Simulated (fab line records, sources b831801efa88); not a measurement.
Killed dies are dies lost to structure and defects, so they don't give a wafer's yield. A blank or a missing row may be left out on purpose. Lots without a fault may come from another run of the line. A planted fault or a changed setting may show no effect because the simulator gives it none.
fab line records | flow sky130
record lots=13 wafers=38 last_day=50
route steps=708 shown FIELD_ISO@26 VT_ADJUST_HVTR@141 GATE_OXIDE@198 LDD_P@262
lots that met no fault: from a run of the same line without faults
start_h: hours from the record's first day to the start of the lot's first wafer shown | wait_h: hours since the lot's step before | " the same as in the row above | L1.1+2: a row that stands for several wafers | - no value, or no start given | * or withheld: withheld | < > ~ a bound
route shown NAME@n: a module of which the file shows steps, and the number in the route of the first | usual: mean/standard deviation of fault-free wafers | same: alike in all rows | chamber/n: place in a boat | sites: the reading at each site | _std_site: their standard deviation | _edge_site: outer sites' mean less inner sites' | radius_mm: how far each site lies from the wafer's centre | mask NAME#n: copy n | behind: the tool/chamber that last shaped the wafer | hold: why the lot was held/for how many hours/how that ended | device: the transistor (n, p or np) that didn't switch | end of line: the same wafers' tests at the end of the route | a step without rows: its recipe alone | killed: dies lost to structure and defects at the first sort, not the wafer's yield | map: a wafer's dies, x killed, . not, _ none there
set.NAME: the setting as run; set.NAME@STEP: as run at that earlier step | model.NAME: the simulator's own value behind a step, which no gauge read
steps of the route over a sample of lots; a table a step, a row a wafer
services: from which hour (start_h, from the record's first day; less than 0 if before it) a tool's chamber was out of use, for how many hours, and why
## steps
# step SKY_FIELD_ISO_THK_MEAS_25
# recipe reads=SiO2_of_FIELD_ISO_CVD_24
# usual FIELD_ISO_CVD_24_THK=593/7
# columns lot.wafer tool chamber start_h wait_h FIELD_ISO_CVD_24_THK[nm]
L714.1 film_metro-01 - 35.08 0.0 592
L714.3 " - " " 592
L714.5 " - " " 587
L715.1 film_metro-03 - 39.63 0.0 597
L715.2 " - " " 606
L715.3 " - " " 592
L718.2 film_metro-03 - 54.31 0.0 582
L718.3 " - " " 597
L718.5 " - " " 590
L720.2 film_metro-03 - 64.37 0.0 587
L720.5 " - " " 599
L721.1 film_metro-02 - 70.02 0.0 605
L721.2 " - " " 601
L721.6 " - " " 603
L726.1 film_metro-02 - 96.60 0.0 583
L726.4 " - " " 584
L726.5 " - " " 595
L731.2 film_metro-02 - 119.65 0.0 596
L731.5 " - " " 587
L731.6 " - " " 594
L732.1 film_metro-01 - 126.60 0.0 593
L732.3 " - " " 600
L732.4 " - " " 595
L733.1 film_metro-01 - 129.54 0.0 587
L733.3 " - " " 590
L733.6 " - " " 589
L734.2 film_metro-03 - 136.03 0.0 610
L734.4 " - " " 601
L734.5 " - " " 594
L735.3 film_metro-02 - 140.68 0.1 598
L735.5 " - " " 591
L735.6 " - " " 591
L736.3 film_metro-01 - 145.51 0.1 590
L736.5 " - " " 592
L736.6 " - " " 577
L737.2 film_metro-03 - 152.17 0.0 604
L737.4 " - " " 599
L737.6 " - " " 597
# step SKY_VT_ADJUST_HVTR_STRIP_10
# recipe chemistry=O2/N2 power_w=1400 pressure_mtorr=1500 platen_temp_c=withheld o2_flow_sccm=3000 n2_flow_sccm=300 overash_fraction=0.5
# usual drypump_motor_current_A=5.7/0.35 oes_product_au=0.715/0.0047 strip_time_to_endpoint_s=14.17/0.043
# columns lot.wafer tool chamber start_h wait_h drypump_motor_current_A oes_product_au rf_hours_counter_h strip_time_to_endpoint_s
L714.1 plasma_asher-02 1 209.02 0.1 6.2 0.712 40 14.09
L714.3 " 0 " " 5.3 0.708 - 14.13
L714.5 " 1 " " 6.2 0.727 - 14.11
L715.1 plasma_asher-03 0 218.43 0.1 6.0 0.712 8 14.23
L715.2 " 1 " " 5.3 0.711 8 14.20
L715.3 " 1 " " 5.3 0.717 - 14.23
L718.2 plasma_asher-02 0 233.97 0.1 5.3 0.716 43 14.20
L718.3 " 0 " " 5.3 0.722 - 14.13
L718.5 " 1 " " 6.2 0.718 - 14.13
L720.2 plasma_asher-02 0 248.23 0.1 5.3 0.713 44 14.16
L720.5 " 0 " " 5.3 0.718 - 14.15
L721.1 plasma_asher-03 0 254.08 0.1 6.0 0.726 12 14.15
L721.2 " 1 " " 5.3 0.716 12 14.23
L721.6 " 0 " " 6.1 0.713 - 14.19
L726.1 plasma_asher-02 1 296.03 0.1 6.2 0.721 49 14.13
L726.4 " 1 " " 6.2 0.715 - 14.16
L726.5 " 0 " " 5.3 0.724 - 14.11
L731.2 plasma_asher-01 0 327.27 0.1 5.8 0.715 62 14.13
L731.5 " 1 " " 5.7 0.718 - 14.16
L731.6 " 0 " " 5.8 0.718 - 14.13
L732.1 plasma_asher-03 0 333.22 0.1 6.0 0.700 19 14.20
L732.3 " 0 " " 6.0 0.709 - 14.19
L732.4 " 1 " " 5.3 0.719 - 14.19
L733.1 plasma_asher-01 1 338.87 0.1 5.7 0.724 63 14.19
L733.3 " 0 " " 5.8 0.715 - 14.18
L733.6 " 1 " " 5.7 0.717 - 14.19
L734.2 plasma_asher-01 0 348.38 0.1 5.9 0.720 64 14.12
L734.4 " 0 " " 5.9 0.714 - 14.15
L734.5 " 1 " " 5.7 0.714 - 14.15
L735.3 plasma_asher-03 1 356.41 0.1 5.3 0.718 - 14.20
L735.5 " 0 " " 6.0 0.716 - 14.15
L735.6 " 1 " " 5.3 0.715 - 14.18
L736.3 plasma_asher-01 0 367.30 0.1 5.8 0.712 - 14.17
L736.5 " 0 " " 5.9 0.721 - 14.21
L736.6 " 1 " " 5.7 0.715 - 14.16
L737.2 plasma_asher-02 0 375.57 0.1 5.3 0.719 56 14.17
L737.4 " 1 " " 6.2 0.719 - 14.16
L737.6 " 0 " " 5.3 0.724 - 14.15
# step SKY_GATE_OXIDE_IMPLANT_11
# recipe species=B energy_kev=10 dose_cm2=2.6e+12 tilt_deg=withheld
# usual beam_on_s=9.99/0.22 faraday_current_uA=14.7/0.31
# columns lot.wafer tool chamber start_h wait_h beam_on_s faraday_current_uA
L714.1 implanter-03 0 316.56 0.0 10.29 14.2
L714.3 " 0 " " 10.30 14.3
L714.5 " 0 " " 9.98 14.8
L715.1 implanter-03 0 323.46 0.0 9.92 14.9
L715.2 " 0 " " 9.88 14.9
L715.3 " 0 " " 9.62 15.2
L718.2 implanter-03 0 344.28 0.0 10.06 14.6
L718.3 " 0 " " 9.99 14.7
L718.5 " 0 " " 10.18 14.3
L720.2 implanter-01 0 360.58 0.0 10.88 13.5
L720.5 " 0 " " 10.98 13.4
L721.1 implanter-03 0 360.81 0.0 10.19 14.5
L721.2 " 0 " " 9.92 14.8
L721.6 " 0 " " 9.78 15.0
L726.1 implanter-02 0 423.60 0.0 9.95 14.7
L726.4 " 0 " " 9.94 14.8
L726.5 " 0 " " 9.97 14.8
L732.1 implanter-01 0 453.95 0.0 10.15 14.5
L732.3 " 0 " " 9.93 14.8
L732.4 " 0 " " 10.22 14.4
L731.2 implanter-02 0 454.27 0.0 9.63 15.2
L731.5 " 0 " " 9.83 14.9
L731.6 " 0 " " 10.09 14.6
L733.1 implanter-01 0 463.81 0.0 9.89 14.8
L733.3 " 0 " " 9.97 14.8
L733.6 " 0 " " 10.13 14.5
L734.2 implanter-03 0 475.28 0.0 10.04 14.6
L734.4 " 0 " " 9.74 15.0
L734.5 " 0 " " 10.24 14.3
L735.3 implanter-02 0 488.05 0.1 9.65 15.2
L735.5 " 0 " " 10.26 14.3
L735.6 " 0 " " 9.78 15.0
L736.3 implanter-01 0 495.95 0.1 10.10 14.6
L736.5 " 0 " " 10.23 14.4
L736.6 " 0 " " 9.62 15.3
L737.2 implanter-01 0 503.28 0.0 10.00 14.7
L737.4 " 0 " " 10.03 14.6
L737.6 " 0 " " 10.01 14.6
# step SKY_LDD_P_CD_MEAS_07
# recipe target_cd_nm=380
# usual cd_nm=380.5/2.6
# columns lot.wafer tool chamber start_h wait_h cd_nm
L715.1 cd_sem-02 - 470.66 0.1 381.0
L715.2 " - " " 380.5
L715.3 " - " " 380.9
L714.1 cd_sem-02 - 471.08 0.1 386.0
L714.3 " - " " 383.3
L714.5 " - " " 383.5
L718.2 cd_sem-02 - 478.39 0.1 375.7
L718.3 " - " " 379.1
L718.5 " - " " 375.7
L721.1 cd_sem-01 - 492.35 0.2 382.8
L721.2 " - " " 380.7
L721.6 " - " " 380.9
L720.2 cd_sem-02 - 492.64 0.1 383.1
L720.5 " - " " 378.7
L726.1 cd_sem-02 - 556.46 0.1 379.0
L726.4 " - " " 380.0
L726.5 " - " " 379.4
L732.1 cd_sem-01 - 582.82 0.1 379.4
L732.3 " - " " 376.8
L732.4 " - " " 376.0
L731.2 cd_sem-02 - 583.64 0.1 383.3
L731.5 " - " " 382.1
L731.6 " - " " 381.5
L733.1 cd_sem-02 - 590.31 0.1 378.3
L733.3 " - " " 377.0
L733.6 " - " " 379.4
L735.3 cd_sem-02 - 620.05 0.1 379.3
L735.5 " - " " 378.6
L735.6 " - " " 379.1
L734.2 cd_sem-01 - 620.24 0.1 379.5
L734.4 " - " " 378.7
L734.5 " - " " 377.8
L736.3 cd_sem-02 - 621.71 0.1 380.9
L736.5 " - " " 381.8
L736.6 " - " " 380.0
L737.2 cd_sem-02 - 629.39 0.1 384.2
L737.4 " - " " 384.1
L737.6 " - " " 382.8
## services
# columns tool chamber start_h hours kind
implanter-03 - 219.28 2.8 repair
implanter-02 - 230.23 4.6 repair
implanter-03 - 249.91 1.8 repair
plasma_asher-03 - 275.73 1.2 repair
implanter-01 - 275.99 5.2 repair
implanter-01 - 284.46 5.1 repair
implanter-03 - 288.14 3.5 repair
implanter-01 - 294.51 2.9 pm
implanter-03 - 319.81 1.9 repair
implanter-01 - 330.26 5.2 pm
implanter-03 - 356.48 2.0 repair
implanter-03 - 362.99 46.1 repair
plasma_asher-01 - 421.25 9.0 pm
plasma_asher-01 0 421.25 9.0 vent_cycle
plasma_asher-01 1 421.25 9.0 vent_cycle
implanter-02 - 428.85 1.5 repair
plasma_asher-01 0 430.25 - clean
plasma_asher-01 1 430.25 - clean
implanter-03 - 442.35 4.3 pm
plasma_asher-02 - 448.25 2.8 pm
implanter-01 - 471.81 2.9 repair
implanter-01 - 473.81 2.3 repair
implanter-01 - 474.85 2.2 repair
## key
first_sign step=SKY_GATE_OXIDE_IMPLANT_11 reading=beam_on_s direction=up sigmas=4.2 usual=9.99 struck=10.93
effect step=SKY_GATE_OXIDE_IMPLANT_11 reading=faraday_current_uA direction=down sigmas=3.9 usual=14.7 struck=13.5
met_at SKY_GATE_OXIDE_IMPLANT_11
struck_lots L720
tester_left_out L720
not_acting_at SKY_FIELD_ISO_THK_MEAS_25,SKY_VT_ADJUST_HVTR_STRIP_10,SKY_LDD_P_CD_MEAS_07
fault kind=process_parameter_drift tool=implanter-01 chamber=- onset_h=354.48 steps=SKY_GATE_OXIDE_IMPLANT_11 channel=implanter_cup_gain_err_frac offset=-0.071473 shape=step end_h=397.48
# tester_left_out: of these lots the tester's yield and bins aren't shown, on N5 and GAA mostly nor the transistor test; their killed dies are dies lost to structure and defects alone, not to doping, threshold or leakage, so they don't give the yield
